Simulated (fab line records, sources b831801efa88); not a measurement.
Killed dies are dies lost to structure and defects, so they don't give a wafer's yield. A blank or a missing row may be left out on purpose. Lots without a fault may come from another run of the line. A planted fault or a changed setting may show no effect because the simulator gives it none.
Chamber matching | flow sky130 | SKY_VIA2_CMP_02 on cmp-01: 4 sister chambers
The step polishes SiO2. 4 wafers are shown with their chamber, then 11 later ones without.

WAFERS WITH THEIR CHAMBER
wafer  | chamber | motor_current_A (A)
L087.6 | 2       | 12.1
L088.2 | 3       | 10.7
L089.5 | 0       | 10.6
L090.3 | 1       | 10.2

WAFERS WITHOUT THEIR CHAMBER
wafer  | motor_current_A (A)
L090.5 | 10.6
L090.6 | 10.2
L092.2 | 10.5
L092.4 | 10.8
L092.5 | 11.9
L095.1 | 10.1
L095.3 | 10.3
L095.5 | 10.8
L097.4 | 10.2
L097.5 | 11.0
L097.6 | 11.4

WHICH CHAMBER EACH WENT THROUGH
wafer  | from the rows above          | in truth
L090.5 | can't be placed: 0 or 3 or 1 | 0
L090.6 | can't be placed: 1 or 0      | 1
L092.2 | can't be placed: 0 or 3 or 1 | 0
L092.4 | can't be placed: 3 or 0      | 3
L092.5 | 2                            | 2
L095.1 | can't be placed: 1 or 0      | 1
L095.3 | can't be placed: 1 or 0 or 3 | 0
L095.5 | can't be placed: 3 or 0      | 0
L097.4 | can't be placed: 1 or 0      | 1
L097.5 | can't be placed: 3 or 0      | 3
L097.6 | can't be placed: 2 or 3 or 0 | 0
Placed correctly: 1 of 11. Can't be placed from these rows: 10 (the true chamber is among the candidates in 10). Placed wrongly: 0.
How it was worked out, from the rows above alone: a wafer's distance from a chamber is the root of the sum, over the readings, of the square of ((its reading less the chamber's mean) divided by the reading's scatter). The wafer belongs to the nearest chamber; if the next one is less than 2 further off, it can't be placed. A chamber's mean is the mean of its shown wafers. The scatter: with one shown wafer a chamber, the root of the mean of the squares of how far each hidden wafer lies from its nearest shown one.
